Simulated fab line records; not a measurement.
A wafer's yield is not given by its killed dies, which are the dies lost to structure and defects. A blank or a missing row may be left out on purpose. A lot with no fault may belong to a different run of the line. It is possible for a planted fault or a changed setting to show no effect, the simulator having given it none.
fab line records	flow sky130	part 1 of 2: steps 1 to 25 of 32
record lots=5	wafers=15	last_day=50
route steps=708 shown POLY_GATE@205 RES_PROTECT@206
lots with no fault: from the same line, run without faults
start_h: start of the lot's first displayed wafer, in hours after the record's first day	wait_h: hours since the lot's step before	" the same as in the row above	L1.1+2: several wafers, shown together as one row	- no value, or no start was given	* or withheld: withheld	< > ~ a bound
route shown NAME@n: names a module that has steps shown in the file, with the first one's number in the route	usual: mean/standard deviation of fault-free wafers	same: alike in all rows	chamber/n: place in a boat	sites: readings site by site	_std_site: their standard deviation	_edge_site: outer sites' mean less inner sites'	radius_mm: for every site, how far away it sits from the centre of the wafer	mask NAME#n: copy n	behind: tool/chamber where the wafer was last shaped	hold: cause of the lot's hold/its duration in hours/its outcome	device: transistor that didn't switch, given as n, p or np	end of line: the route-end tests of the same wafers	where a step has no rows: the recipe by itself	killed: the dies lost at the first sort to structure and to defects; this is not the yield of the wafer	map: per-die view of a wafer (x killed, . not killed, _ where there is no die)
set.NAME: setting as actually run; set.NAME@STEP: the setting as run at that earlier step	model.NAME: the simulator's own value behind a step, which no gauge read
certain route steps with their lots: each step a table, each wafer a row
services: from which hour (start_h, from the record's first day; less than 0 if before it) a tool's chamber was out of use, for how many hours, and why
## steps
# step SKY_POLY_GATE_THK_MEAS_01
# recipe reads=poly-Si_of_POLY_GATE_CVD_00
# usual POLY_GATE_CVD_00_THK=180.2/1.7
lot.wafer	tool	chamber	start_h	wait_h	POLY_GATE_CVD_00_THK[nm]
L076.1	film_metro-04	-	327.25	0.0	178.8
L076.2	"	-	"	"	179.4
L076.6	"	-	"	"	177.6
L085.1	film_metro-03	-	408.27	0.0	179.9
L085.4	"	-	"	"	182.1
L085.5	"	-	"	"	182.6
L086.2	film_metro-03	-	413.15	0.0	180.8
L086.3	"	-	"	"	180.0
L086.5	"	-	"	"	181.7
L089.1	film_metro-01	-	440.51	0.0	179.2
L089.2	"	-	"	"	179.9
L089.4	"	-	"	"	182.5
L097.1	film_metro-04	-	506.04	0.0	180.0
L097.2	"	-	"	"	178.8
L097.3	"	-	"	"	178.9
# step SKY_RES_PROTECT_DEHYDRATE_00
# recipe temp_c=200	time_s=60
# usual resist_line_temp_C=23.01/0.1
lot.wafer	tool	chamber	start_h	wait_h	resist_line_temp_C
L076.1	litho_track-02	0	340.73	13.5	22.99
L076.2	"	0	"	"	23.05
L076.6	"	0	"	"	23.03
L085.1	litho_track-01	0	422.16	13.9	23.14
L085.4	"	0	"	"	22.96
L085.5	"	0	"	"	23.10
L086.2	litho_track-01	0	428.08	14.9	22.95
L086.3	"	0	"	"	23.00
L086.5	"	0	"	"	22.85
L089.1	litho_track-01	0	454.81	14.3	23.21
L089.2	"	0	"	"	23.05
L089.4	"	0	"	"	22.84
L097.1	litho_track-03	0	520.95	14.9	23.05
L097.2	"	0	"	"	22.94
L097.3	"	0	"	"	23.06
# step SKY_RES_PROTECT_HMDS_01
# recipe prime_time_s=60	prime_temp_c=120
# usual resist_line_temp_C=23.00/0.11
lot.wafer	tool	chamber	start_h	wait_h	resist_line_temp_C
L076.1	litho_track-02	0	340.88	0.1	23.08
L076.2	"	0	"	"	23.04
L076.6	"	0	"	"	23.01
L085.1	litho_track-01	0	422.31	0.1	22.86
L085.4	"	0	"	"	22.78
L085.5	"	0	"	"	22.83
L086.2	litho_track-01	0	428.23	0.1	23.02
L086.3	"	0	"	"	22.95
L086.5	"	0	"	"	23.07
L089.1	litho_track-01	0	454.96	0.1	22.97
L089.2	"	0	"	"	23.08
L089.4	"	0	"	"	22.91
L097.1	litho_track-03	0	521.10	0.1	22.90
L097.2	"	0	"	"	22.80
L097.3	"	0	"	"	22.85
# step SKY_RES_PROTECT_COAT_02
# recipe resist=NOVOLAK	spin_rpm=3000	resist_thk_nm=1140
# usual resist_line_temp_C=23.00/0.11
lot.wafer	tool	chamber	start_h	wait_h	resist_line_temp_C
L076.1	litho_track-02	0	341.03	0.1	23.04
L076.2	"	0	"	"	23.14
L076.6	"	0	"	"	23.05
L085.1	litho_track-01	0	422.46	0.1	22.99
L085.4	"	0	"	"	23.17
L085.5	"	0	"	"	22.96
L086.2	litho_track-01	0	428.38	0.1	22.89
L086.3	"	0	"	"	22.92
L086.5	"	0	"	"	23.03
L089.1	litho_track-01	0	455.11	0.1	22.99
L089.2	"	0	"	"	22.93
L089.4	"	0	"	"	22.91
L097.1	litho_track-03	0	521.25	0.1	22.90
L097.2	"	0	"	"	22.96
L097.3	"	0	"	"	22.90
# step SKY_RES_PROTECT_SOFTBAKE_03
# recipe temp_c=90	time_s=60	resist=NOVOLAK
# usual resist_line_temp_C=22.98/0.11
lot.wafer	tool	chamber	start_h	wait_h	resist_line_temp_C
L076.1	litho_track-02	0	341.18	0.1	22.94
L076.2	"	0	"	"	23.04
L076.6	"	0	"	"	22.98
L085.1	litho_track-01	0	422.61	0.1	22.84
L085.4	"	0	"	"	22.82
L085.5	"	0	"	"	22.69
L086.2	litho_track-01	0	428.53	0.1	23.11
L086.3	"	0	"	"	23.25
L086.5	"	0	"	"	23.20
L089.1	litho_track-01	0	455.26	0.1	22.91
L089.2	"	0	"	"	23.01
L089.4	"	0	"	"	22.94
L097.1	litho_track-03	0	521.40	0.1	23.13
L097.2	"	0	"	"	23.08
L097.3	"	0	"	"	23.13
# step SKY_RES_PROTECT_EXPOSE_04
# recipe mask_id=RPM	na=0.6	source_shape=conventional	sigma_outer=0.6	polarization=unpolarized	target_cd_nm=1270	dose_mj=131
# usual focus_offset_nm=0.0/0.48
lot.wafer	tool	chamber	start_h	wait_h	mask	focus_offset_nm
L076.1	iline_stepper-02	0	-	-	RPM#0	0.8
L076.2	"	0	"	"	RPM#0	-0.5
L076.6	"	0	"	"	RPM#0	0.0
L085.1	iline_stepper-02	0	-	-	RPM#0	-0.1
L085.4	"	0	"	"	RPM#0	0.1
L085.5	"	0	"	"	RPM#0	0.3
L086.2	iline_stepper-01	0	-	-	RPM#0	-0.6
L086.3	"	0	"	"	RPM#0	0.0
L086.5	"	0	"	"	RPM#0	0.5
L089.1	iline_stepper-02	0	-	-	RPM#0	0.8
L089.2	"	0	"	"	RPM#0	0.1
L089.4	"	0	"	"	RPM#0	0.5
L097.1	iline_stepper-02	0	-	-	RPM#0	0.4
L097.2	"	0	"	"	RPM#0	0.2
L097.3	"	0	"	"	RPM#0	0.4
# step SKY_RES_PROTECT_PEB_05
# recipe temp_c=withheld	time_s=*	resist=NOVOLAK
# usual resist_line_temp_C=*
lot.wafer	tool	chamber	start_h	wait_h	resist_line_temp_C
L076.1	litho_track-03	0	-	-	*
L076.2	"	0	"	"	*
L076.6	"	0	"	"	*
L085.1	litho_track-03	0	-	-	*
L085.4	"	0	"	"	*
L085.5	"	0	"	"	*
L086.2	litho_track-01	0	-	-	*
L086.3	"	0	"	"	*
L086.5	"	0	"	"	*
L089.1	litho_track-02	0	-	-	*
L089.2	"	0	"	"	*
L089.4	"	0	"	"	*
L097.1	litho_track-02	0	-	-	*
L097.2	"	0	"	"	*
L097.3	"	0	"	"	*
# step SKY_RES_PROTECT_DEVELOP_06
# recipe resist=NOVOLAK	developer=TMAH	develop_time_s=60	dev_temp_c=23
# usual resist_line_temp_C=22.98/0.11
# same develop_time_s=60
lot.wafer	tool	chamber	start_h	wait_h	resist_line_temp_C
L076.1	litho_track-03	0	354.25	0.1	22.86
L076.2	"	0	"	"	22.75
L076.6	"	0	"	"	22.93
L085.1	litho_track-03	0	439.30	0.1	23.08
L085.4	"	0	"	"	23.04
L085.5	"	0	"	"	22.99
L086.2	litho_track-01	0	444.68	0.1	23.12
L086.3	"	0	"	"	23.06
L086.5	"	0	"	"	23.01
L089.1	litho_track-02	0	471.33	0.1	22.97
L089.2	"	0	"	"	23.16
L089.4	"	0	"	"	23.02
L097.1	litho_track-02	0	537.08	0.1	22.93
L097.2	"	0	"	"	22.94
L097.3	"	0	"	"	23.01
# step SKY_POLY_GATE_IMPLANT_02
# recipe species=P	energy_kev=30	dose_cm2=7.7e+15	tilt_deg=0
lot.wafer	tool	chamber	start_h	wait_h
L076.1+2+6	implanter-04	0	354.40	0.1
L085.1+4+5	implanter-04	0	439.45	0.1
L086.2+3+5	implanter-01	0	444.83	0.1
L089.1+2+4	implanter-02	0	471.48	0.1
L097.1+2+3	implanter-01	0	537.23	0.1
# step SKY_RES_PROTECT_STRIP_07
# recipe chemistry=O2/N2	power_w=1400	pressure_mtorr=1500	platen_temp_c=withheld	o2_flow_sccm=3000	n2_flow_sccm=300	overash_fraction=0.5
# usual chamber_pressure_mTorr=1500.1/1.4	drypump_motor_current_A=5.6/0.35	oes_product_au=0.517/0.004	strip_time_to_endpoint_s=23.29/0.039
# same overash_fraction=0.5
lot.wafer	tool	chamber	start_h	wait_h	chamber_pressure_mTorr	drypump_motor_current_A	oes_product_au	rf_hours_counter_h	strip_time_to_endpoint_s
L076.1	plasma_asher-02	0	354.55	0.1	1499.7	5.6	0.519	22	23.30
L076.2	"	1	"	"	1500.1	5.5	0.520	22	23.27
L076.6	"	0	"	"	1500.2	5.6	0.513	-	23.27
L085.1	plasma_asher-03	1	439.60	0.1	1497.6	6.0	0.515	76	23.34
L085.4	"	0	"	"	1500.5	5.1	0.519	-	23.33
L085.5	"	0	"	"	1501.2	5.1	0.518	-	23.32
L086.2	plasma_asher-02	1	444.96	0.1	1498.1	5.5	0.513	30	23.32
L086.3	"	1	"	"	1500.8	5.5	0.523	-	23.32
L086.5	"	1	"	"	1499.2	5.5	0.513	-	23.33
L089.1	plasma_asher-01	1	471.63	0.1	1500.9	5.6	0.520	64	23.35
L089.2	"	0	"	"	1501.8	6.3	0.516	64	23.33
L089.4	"	0	"	"	1500.2	6.4	0.513	-	23.36
L097.1	plasma_asher-03	1	537.38	0.1	1498.6	6.0	0.512	86	23.30
L097.2	"	0	"	"	1500.6	5.1	0.513	86	23.30
L097.3	"	0	"	"	1499.5	5.1	0.523	-	23.29
# step SKY_RES_PROTECT_TW_MEAS_08
# usual POLY_GATE_TW=4014/32
lot.wafer	tool	chamber	start_h	wait_h	POLY_GATE_TW
L076.1	film_metro-03	-	354.65	0.1	4047
L076.2	"	-	"	"	4066
L076.6	"	-	"	"	4068
L085.1	film_metro-04	-	439.70	0.1	4042
L085.4	"	-	"	"	4020
L085.5	"	-	"	"	4032
L086.2	film_metro-02	-	445.07	0.1	3990
L086.3	"	-	"	"	3974
L086.5	"	-	"	"	3973
L089.1	film_metro-04	-	471.73	0.1	3957
L089.2	"	-	"	"	3981
L089.4	"	-	"	"	3981
L097.1	film_metro-04	-	537.48	0.1	3991
L097.2	"	-	"	"	3970
L097.3	"	-	"	"	3988
# step SKY_RES_PROTECT_CLEAN_09
# recipe chemistry=SC1/SC2	mix=1:4:20	temp_c=70	time_s=150	dry=n2_spin
lot.wafer	tool	chamber	start_h	wait_h
L076.1+2+6	wet_bench-03	0	354.71	0.1
L085.1+4+5	wet_bench-04	1	439.76	0.1
L086.2+3+5	wet_bench-01	2	445.12	0.0
L089.1+2+4	wet_bench-03	1	471.79	0.1
L097.1+2+3	wet_bench-03	3	537.54	0.1
# step SKY_POLY_GATE_CVD_03
# recipe material=Si3N4	precursor=DCS/NH3	target_thk_nm=75	temp_c=770	time_s=1290	pressure_mtorr=250
# usual susceptor_temp_C=770.0/0.34
lot.wafer	tool	chamber	start_h	wait_h	susceptor_temp_C
L076.1	lpcvd-02	1	356.40	1.6	769.5
L076.2	"	1	"	"	770.2
L076.6	"	1	"	"	769.8
L085.1	lpcvd-02	1	439.81	0.0	769.7
L085.4	"	1	"	"	770.5
L085.5	"	1	"	"	769.9
L086.2	lpcvd-02	1	445.66	0.5	769.9
L086.3	"	1	"	"	770.2
L086.5	"	1	"	"	770.2
L089.1	lpcvd-02	0	471.84	0.0	770.0
L089.2	"	0	"	"	769.5
L089.4	"	0	"	"	770.1
L097.1	lpcvd-02	1	537.59	0.0	770.2
L097.2	"	1	"	"	770.0
L097.3	"	1	"	"	770.1
# step SKY_POLY_GATE_THK_MEAS_04
# recipe reads=Si3N4_of_POLY_GATE_CVD_03
# usual POLY_GATE_CVD_03_THK=74.8/0.68
lot.wafer	tool	chamber	start_h	wait_h	POLY_GATE_CVD_03_THK[nm]
L076.1	film_metro-03	-	357.76	0.0	74.4
L076.2	"	-	"	"	74.7
L076.6	"	-	"	"	74.6
L085.1	film_metro-03	-	441.17	0.0	73.5
L085.4	"	-	"	"	74.6
L085.5	"	-	"	"	74.0
L086.2	film_metro-03	-	447.03	0.0	75.3
L086.3	"	-	"	"	75.4
L086.5	"	-	"	"	75.1
L089.1	film_metro-04	-	473.20	0.0	74.6
L089.2	"	-	"	"	74.5
L089.4	"	-	"	"	73.7
L097.1	film_metro-03	-	538.95	0.0	75.1
L097.2	"	-	"	"	74.3
L097.3	"	-	"	"	74.9
# step SKY_POLY_GATE_DEHYDRATE_05
# recipe temp_c=200	time_s=60
# usual resist_line_temp_C=23.00/0.11
lot.wafer	tool	chamber	start_h	wait_h	resist_line_temp_C
L076.1	litho_track-03	0	371.50	13.7	22.96
L076.2	"	0	"	"	22.83
L076.6	"	0	"	"	22.99
L085.1	litho_track-03	0	455.90	14.7	23.08
L085.4	"	0	"	"	22.98
L085.5	"	0	"	"	23.00
L086.2	litho_track-03	0	462.13	15.1	23.04
L086.3	"	0	"	"	23.03
L086.5	"	0	"	"	22.97
L089.1	litho_track-04	0	488.46	15.3	23.10
L089.2	"	0	"	"	23.14
L089.4	"	0	"	"	22.93
L097.1	litho_track-04	0	552.71	13.8	23.00
L097.2	"	0	"	"	22.87
L097.3	"	0	"	"	22.94
# step SKY_POLY_GATE_HMDS_06
# recipe prime_time_s=60	prime_temp_c=120
# usual resist_line_temp_C=22.97/0.1
lot.wafer	tool	chamber	start_h	wait_h	resist_line_temp_C
L076.1	litho_track-03	0	371.65	0.1	23.07
L076.2	"	0	"	"	22.89
L076.6	"	0	"	"	22.84
L085.1	litho_track-03	0	456.05	0.1	23.02
L085.4	"	0	"	"	23.03
L085.5	"	0	"	"	22.95
L086.2	litho_track-03	0	462.28	0.1	22.81
L086.3	"	0	"	"	22.86
L086.5	"	0	"	"	22.84
L089.1	litho_track-04	0	488.61	0.1	22.90
L089.2	"	0	"	"	22.95
L089.4	"	0	"	"	22.95
L097.1	litho_track-04	0	552.86	0.1	22.94
L097.2	"	0	"	"	23.07
L097.3	"	0	"	"	22.97
# step SKY_POLY_GATE_COAT_07
# recipe resist=BARC	temp_c=withheld	time_s=withheld	spin_rpm=3000	resist_thk_nm=110
# usual resist_line_temp_C=*
lot.wafer	tool	chamber	start_h	wait_h	resist_line_temp_C
L076.1	litho_track-03	0	371.80	0.1	*
L076.2	"	0	"	"	*
L076.6	"	0	"	"	*
L085.1	litho_track-03	0	456.20	0.1	*
L085.4	"	0	"	"	*
L085.5	"	0	"	"	*
L086.2	litho_track-03	0	462.43	0.1	*
L086.3	"	0	"	"	*
L086.5	"	0	"	"	*
L089.1	litho_track-04	0	488.76	0.1	*
L089.2	"	0	"	"	*
L089.4	"	0	"	"	*
L097.1	litho_track-04	0	553.01	0.1	*
L097.2	"	0	"	"	*
L097.3	"	0	"	"	*
# step SKY_POLY_GATE_COAT_08
# recipe resist=KrF-thick	spin_rpm=3000	resist_thk_nm=450
# usual resist_line_temp_C=22.99/0.091
lot.wafer	tool	chamber	start_h	wait_h	resist_line_temp_C
L076.1	litho_track-03	0	-	-	22.99
L076.2	"	0	"	"	23.01
L076.6	"	0	"	"	22.99
L085.1	litho_track-03	0	-	-	23.08
L085.4	"	0	"	"	23.02
L085.5	"	0	"	"	23.06
L086.2	litho_track-03	0	-	-	22.95
L086.3	"	0	"	"	23.09
L086.5	"	0	"	"	23.12
L089.1	litho_track-04	0	-	-	22.95
L089.2	"	0	"	"	23.04
L089.4	"	0	"	"	22.95
L097.1	litho_track-04	0	-	-	22.99
L097.2	"	0	"	"	23.01
L097.3	"	0	"	"	22.97
# step SKY_POLY_GATE_SOFTBAKE_09
# recipe temp_c=100	time_s=90	resist=KrF-thick
# usual resist_line_temp_C=23.01/0.095
lot.wafer	tool	chamber	start_h	wait_h	resist_line_temp_C
L076.1	litho_track-03	0	-	-	22.95
L076.2	"	0	"	"	23.06
L076.6	"	0	"	"	23.00
L085.1	litho_track-03	0	-	-	22.90
L085.4	"	0	"	"	22.88
L085.5	"	0	"	"	22.99
L086.2	litho_track-03	0	-	-	23.10
L086.3	"	0	"	"	22.96
L086.5	"	0	"	"	23.06
L089.1	litho_track-04	0	-	-	22.94
L089.2	"	0	"	"	22.98
L089.4	"	0	"	"	22.83
L097.1	litho_track-04	0	-	-	23.05
L097.2	"	0	"	"	23.04
L097.3	"	0	"	"	23.04
# step SKY_POLY_GATE_EXPOSE_10
# recipe mask_id=P1M	na=0.68	source_shape=conventional	sigma_outer=0.6	target_cd_nm=150	dose_mj=28
# usual focus_offset_nm=0.2/0.54
lot.wafer	tool	chamber	start_h	wait_h	mask	focus_offset_nm
L076.1	krf_scanner-02	0	-	-	P1M#0	0.5
L076.2	"	0	"	"	P1M#0	0.5
L076.6	"	0	"	"	P1M#0	-0.2
L085.1	krf_scanner-01	0	-	-	P1M#0	-0.3
L085.4	"	0	"	"	P1M#0	0.2
L085.5	"	0	"	"	P1M#0	-0.1
L086.2	krf_scanner-01	0	-	-	P1M#0	1.2
L086.3	"	0	"	"	P1M#0	0.2
L086.5	"	0	"	"	P1M#0	1.0
L089.1	krf_scanner-01	0	-	-	P1M#0	-0.8
L089.2	"	0	"	"	P1M#0	0.0
L089.4	"	0	"	"	P1M#0	-0.2
L097.1	krf_scanner-01	0	-	-	P1M#0	-0.7
L097.2	"	0	"	"	P1M#0	0.0
L097.3	"	0	"	"	P1M#0	-0.5
# step SKY_POLY_GATE_PEB_11
# recipe peb_temp_c=withheld	peb_time_s=withheld	resist=KrF-thick
# usual resist_line_temp_C=*
lot.wafer	tool	chamber	start_h	wait_h	resist_line_temp_C
L076.1	litho_track-03	0	-	-	*
L076.2	"	0	"	"	*
L076.6	"	0	"	"	*
L085.1	litho_track-04	0	-	-	*
L085.4	"	0	"	"	*
L085.5	"	0	"	"	*
L086.2	litho_track-04	0	-	-	*
L086.3	"	0	"	"	*
L086.5	"	0	"	"	*
L089.1	litho_track-04	0	-	-	*
L089.2	"	0	"	"	*
L089.4	"	0	"	"	*
L097.1	litho_track-01	0	-	-	*
L097.2	"	0	"	"	*
L097.3	"	0	"	"	*
# step SKY_POLY_GATE_DEVELOP_12
# recipe develop_time_s=60	resist=KrF-thick	dev_temp_c=21
# usual resist_line_temp_C=23.00/0.12
# same develop_time_s=60
lot.wafer	tool	chamber	start_h	wait_h	resist_line_temp_C
L076.1	litho_track-03	0	-	-	22.89
L076.2	"	0	"	"	23.13
L076.6	"	0	"	"	22.91
L085.1	litho_track-04	0	-	-	22.92
L085.4	"	0	"	"	22.90
L085.5	"	0	"	"	22.89
L086.2	litho_track-04	0	-	-	23.16
L086.3	"	0	"	"	23.13
L086.5	"	0	"	"	23.25
L089.1	litho_track-04	0	-	-	22.82
L089.2	"	0	"	"	23.07
L089.4	"	0	"	"	22.97
L097.1	litho_track-01	0	-	-	23.23
L097.2	"	0	"	"	23.17
L097.3	"	0	"	"	23.10
# step SKY_POLY_GATE_CD_MEAS_13
# recipe target_cd_nm=150
# usual cd_nm=149.9/1.3
lot.wafer	tool	chamber	start_h	wait_h	cd_nm
L076.1	cd_sem-01	-	386.55	-	151.3
L076.2	"	-	"	"	151.8
L076.6	"	-	"	"	150.3
L085.1	cd_sem-02	-	472.91	-	149.9
L085.4	"	-	"	"	149.7
L085.5	"	-	"	"	150.4
L086.2	cd_sem-01	-	478.63	-	150.5
L086.3	"	-	"	"	150.4
L086.5	"	-	"	"	149.9
L089.1	cd_sem-01	-	505.76	-	150.3
L089.2	"	-	"	"	148.3
L089.4	"	-	"	"	150.5
L097.1	cd_sem-02	-	569.36	-	151.6
L097.2	"	-	"	"	151.8
L097.3	"	-	"	"	151.6
# step SKY_POLY_GATE_OVL_MEAS_14
# usual POLY_GATE_OVL=-1/5.1
lot.wafer	tool	chamber	start_h	wait_h	POLY_GATE_OVL[nm]
L076.1	overlay-01	-	386.67	0.1	-3
L076.2	"	-	"	"	1
L076.6	"	-	"	"	3
L085.1	overlay-01	-	473.03	0.1	-14
L085.4	"	-	"	"	-9
L085.5	"	-	"	"	-12
L086.2	overlay-01	-	478.73	0.1	1
L086.3	"	-	"	"	0
L086.5	"	-	"	"	-1
L089.1	overlay-01	-	505.88	0.1	6
L089.2	"	-	"	"	2
L089.4	"	-	"	"	-1
L097.1	overlay-01	-	569.48	0.1	-4
L097.2	"	-	"	"	-6
L097.3	"	-	"	"	-9
# step SKY_POLY_GATE_ETCH_15
# recipe chemistry=N2/H2	target=BARC	ion_energy_ev=200	source_w=500	bias_w=100	pressure_mtorr=30	n2_flow_sccm=100	h2_flow_sccm=200	stop_on=SiO2	time_s=118.5	target_depth_a=1100
# usual bias_w=99.99/0.29	chamber_pressure_mTorr=30.002/0.029	drypump_motor_current_A=5.9/0.5	oes_product_au=0.716/0.0046	throttle_valve_pct=13.212/0.0093
lot.wafer	tool	chamber	start_h	wait_h	bias_w	chamber_pressure_mTorr	drypump_motor_current_A	oes_product_au	rf_hours_counter_h	throttle_valve_pct
L076.1	rie_diel-03	3	386.71	0.0	100.20	29.966	6.2	0.713	35	13.224
L076.2	"	0	"	"	99.99	29.991	5.9	0.717	5	13.211
L076.6	"	1	"	"	100.23	30.002	5.0	0.710	-	13.218
L085.1	rie_diel-04	3	473.06	0.0	99.69	29.977	5.3	0.717	64	13.226
L085.4	"	2	"	"	99.31	30.012	5.8	0.712	73	13.201
L085.5	"	0	"	"	100.33	30.022	6.4	0.718	-	13.213
L086.2	rie_diel-04	2	478.76	0.0	100.02	29.960	5.8	0.709	73	13.211
L086.3	"	1	"	"	100.04	30.014	6.6	0.712	84	13.211
L086.5	"	1	"	"	100.39	30.009	6.6	0.717	-	13.211
L089.1	rie_diel-03	2	505.91	0.0	100.00	29.923	6.6	0.715	1	13.227
L089.2	"	0	"	"	99.85	29.927	5.9	0.725	8	13.211
L089.4	"	1	"	"	99.85	30.015	4.9	0.707	14	13.209
L097.1	rie_diel-03	2	569.51	0.0	99.91	29.988	6.7	0.715	2	13.221
L097.2	"	3	"	"	99.90	29.949	6.1	0.721	38	13.195
L097.3	"	0	"	"	99.39	30.000	5.9	0.719	9	13.218
